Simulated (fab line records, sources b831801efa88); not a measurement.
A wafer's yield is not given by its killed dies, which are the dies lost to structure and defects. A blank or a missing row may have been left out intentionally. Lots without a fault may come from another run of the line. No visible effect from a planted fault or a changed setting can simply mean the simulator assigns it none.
Which tool did it? || flow sky130 || 11 lots, 33 wafers sampled, at 3 steps of a route of 708

WHAT THE GAUGES SHOWED, per wafer
SKY_LI_CONTACT_CD_MEAS_12: the cd target is 170 nm.
{"lot": "L475", "measured": "day 29 15:08", "on": "cd sem-02", "cd nm (nm)": "168.0 167.3 168.4"}
{"lot": "L474", "measured": "day 29 18:42", "on": "cd sem-01", "cd nm (nm)": "171.1 171.5 172.0"}
{"lot": "L481", "measured": "day 32 05:26", "on": "cd sem-02", "cd nm (nm)": "168.6 170.7 170.3"}
{"lot": "L482", "measured": "day 33 03:07", "on": "cd sem-01", "cd nm (nm)": "168.5 168.0 168.8"}
{"lot": "L484", "measured": "day 33 09:02", "on": "cd sem-02", "cd nm (nm)": "172.0 172.8 172.6"}
{"lot": "L487", "measured": "day 34 08:09", "on": "cd sem-02", "cd nm (nm)": "169.2 169.0 169.4"}
{"lot": "L489", "measured": "day 34 14:31", "on": "cd sem-01", "cd nm (nm)": "169.0 169.9 169.3"}
{"lot": "L490", "measured": "day 34 20:49", "on": "cd sem-01", "cd nm (nm)": "173.8 174.0 174.1"}
{"lot": "L492", "measured": "day 35 04:43", "on": "cd sem-01", "cd nm (nm)": "170.9 168.7 169.3"}
{"lot": "L493", "measured": "day 35 09:01", "on": "cd sem-02", "cd nm (nm)": "170.7 172.2 172.6"}
{"lot": "L497", "measured": "day 36 10:31", "on": "cd sem-02", "cd nm (nm)": "173.6 173.6 172.5"}

SKY_METAL1_CD_MEAS_15: the cd target is 140 nm.
{"lot": "L475", "measured": "day 33 08:05", "on": "cd sem-01", "cd nm (nm)": "138.7 139.8 138.8"}
{"lot": "L474", "measured": "day 33 12:33", "on": "cd sem-01", "cd nm (nm)": "142.8 141.0 142.5"}
{"lot": "L481", "measured": "day 35 19:42", "on": "cd sem-02", "cd nm (nm)": "139.7 139.8 138.9"}
{"lot": "L482", "measured": "day 36 14:28", "on": "cd sem-02", "cd nm (nm)": "141.0 140.3 141.4"}
{"lot": "L484", "measured": "day 36 22:12", "on": "cd sem-02", "cd nm (nm)": "139.8 141.5 141.2"}
{"lot": "L487", "measured": "day 37 20:16", "on": "cd sem-02", "cd nm (nm)": "139.8 139.2 139.6"}
{"lot": "L489", "measured": "day 38 01:58", "on": "cd sem-02", "cd nm (nm)": "138.1 137.8 139.0"}
{"lot": "L490", "measured": "day 38 08:10", "on": "cd sem-02", "cd nm (nm)": "142.1 141.3 141.6"}
{"lot": "L492", "measured": "day 38 14:53", "on": "cd sem-01", "cd nm (nm)": "139.0 138.7 138.7"}
{"lot": "L493", "measured": "day 38 20:43", "on": "cd sem-02", "cd nm (nm)": "137.6 139.2 138.8"}
{"lot": "L497", "measured": "day 39 20:02", "on": "cd sem-02", "cd nm (nm)": "142.4 141.6 141.9"}

WHICH TOOL RAN EACH LOT (tool, then ch and the chambers of the sampled wafers, then the start)
{"lot": "L475", "SKY_POLY_CUT_ETCH_11": "rie diel-04 ch 0,1, day 24 17:59"}
{"lot": "L474", "SKY_POLY_CUT_ETCH_11": "rie diel-04 ch 0,1,2, day 24 22:00"}
{"lot": "L481", "SKY_POLY_CUT_ETCH_11": "rie diel-04 ch 0,2, day 27 09:52"}
{"lot": "L482", "SKY_POLY_CUT_ETCH_11": "rie diel-02 ch 1,3, day 28 10:12"}
{"lot": "L484", "SKY_POLY_CUT_ETCH_11": "rie diel-02 ch 0,3, day 28 13:29"}
{"lot": "L487", "SKY_POLY_CUT_ETCH_11": "rie diel-04 ch 0,3, day 29 15:18"}
{"lot": "L489", "SKY_POLY_CUT_ETCH_11": "rie diel-03 ch 0,1,3, day 29 21:46"}
{"lot": "L490", "SKY_POLY_CUT_ETCH_11": "rie diel-03 ch 0,2,3, day 30 04:19"}
{"lot": "L492", "SKY_POLY_CUT_ETCH_11": "rie diel-04 ch 1,3, day 30 16:12"}
{"lot": "L493", "SKY_POLY_CUT_ETCH_11": "rie diel-03 ch 0,1, day 30 18:58"}
{"lot": "L497", "SKY_POLY_CUT_ETCH_11": "rie diel-03 ch 0,1,2, day 31 20:21"}
- SKY_POLY_CUT_ETCH_11: etches Si3N4 in CF4/CH2F2/Ar, stops on poly-Si, time 42.5 s, target depth 60 nm.

AS READ BY THE TOOLS THEMSELVES (means over the sampled wafers that have a number; for cases with no such wafer, the mark the record gives instead)
SKY_POLY_CUT_ETCH_11.
{"lot": "L475", "tool": "rie diel-04", "chamber pressure mTorr (mTorr)": 39.96, "drypump motor current A (A)": 5.7, "oes product au (a.u.)": 0.831, "throttle valve pct (%)": 14.987}
{"lot": "L474", "tool": "rie diel-04", "chamber pressure mTorr (mTorr)": 39.98, "drypump motor current A (A)": 5.6, "oes product au (a.u.)": 0.837, "throttle valve pct (%)": 14.991}
{"lot": "L481", "tool": "rie diel-04", "chamber pressure mTorr (mTorr)": 40.02, "drypump motor current A (A)": 5.7, "oes product au (a.u.)": 0.831, "throttle valve pct (%)": 14.997}
{"lot": "L482", "tool": "rie diel-02", "chamber pressure mTorr (mTorr)": 40.01, "drypump motor current A (A)": 5.5, "oes product au (a.u.)": 0.827, "throttle valve pct (%)": 14.997}
{"lot": "L484", "tool": "rie diel-02", "chamber pressure mTorr (mTorr)": 39.98, "drypump motor current A (A)": 5.3, "oes product au (a.u.)": 0.837, "throttle valve pct (%)": 14.995}
{"lot": "L487", "tool": "rie diel-04", "chamber pressure mTorr (mTorr)": 40.01, "drypump motor current A (A)": 5.8, "oes product au (a.u.)": 0.830, "throttle valve pct (%)": 14.995}
{"lot": "L489", "tool": "rie diel-03", "chamber pressure mTorr (mTorr)": 40.00, "drypump motor current A (A)": 5.9, "oes product au (a.u.)": 0.827, "throttle valve pct (%)": 14.998}
{"lot": "L490", "tool": "rie diel-03", "chamber pressure mTorr (mTorr)": 40.01, "drypump motor current A (A)": 5.6, "oes product au (a.u.)": 0.835, "throttle valve pct (%)": 14.992}
{"lot": "L492", "tool": "rie diel-04", "chamber pressure mTorr (mTorr)": 39.97, "drypump motor current A (A)": 5.8, "oes product au (a.u.)": 0.826, "throttle valve pct (%)": 14.992}
{"lot": "L493", "tool": "rie diel-03", "chamber pressure mTorr (mTorr)": 39.99, "drypump motor current A (A)": 5.7, "oes product au (a.u.)": 0.828, "throttle valve pct (%)": 15.003}
{"lot": "L497", "tool": "rie diel-03", "chamber pressure mTorr (mTorr)": 39.98, "drypump motor current A (A)": 5.5, "oes product au (a.u.)": 0.832, "throttle valve pct (%)": 14.991}

THE ANSWER, worked out from the rows above alone
Rule: usual is defined by the lots themselves. The widest of any qualifying gaps counts: lots, ordered by their means at a reading, are off when they make up no more than a third of the lots, leave a main group of 4 or more, and stand apart from it by 3 or more times the standard deviation of that group's means. If all means in a main group match to the digits the tables above print for the reading, that group is not used. A lot without any number at a reading at which 4 lots or more have one is off too. Any other lot the step has rows for is counted as sound. First the gauges in route order, then the tools' own readings, where a lot's mean is used as printed above. The first step at which some lot is off is used, and at that step the reading that is off furthest; a lot without a number counts as furthest.
None of the lots is off at any reading shown; this tells nothing.

WHAT HAD BEEN PUT IN BY THE SIMULATOR
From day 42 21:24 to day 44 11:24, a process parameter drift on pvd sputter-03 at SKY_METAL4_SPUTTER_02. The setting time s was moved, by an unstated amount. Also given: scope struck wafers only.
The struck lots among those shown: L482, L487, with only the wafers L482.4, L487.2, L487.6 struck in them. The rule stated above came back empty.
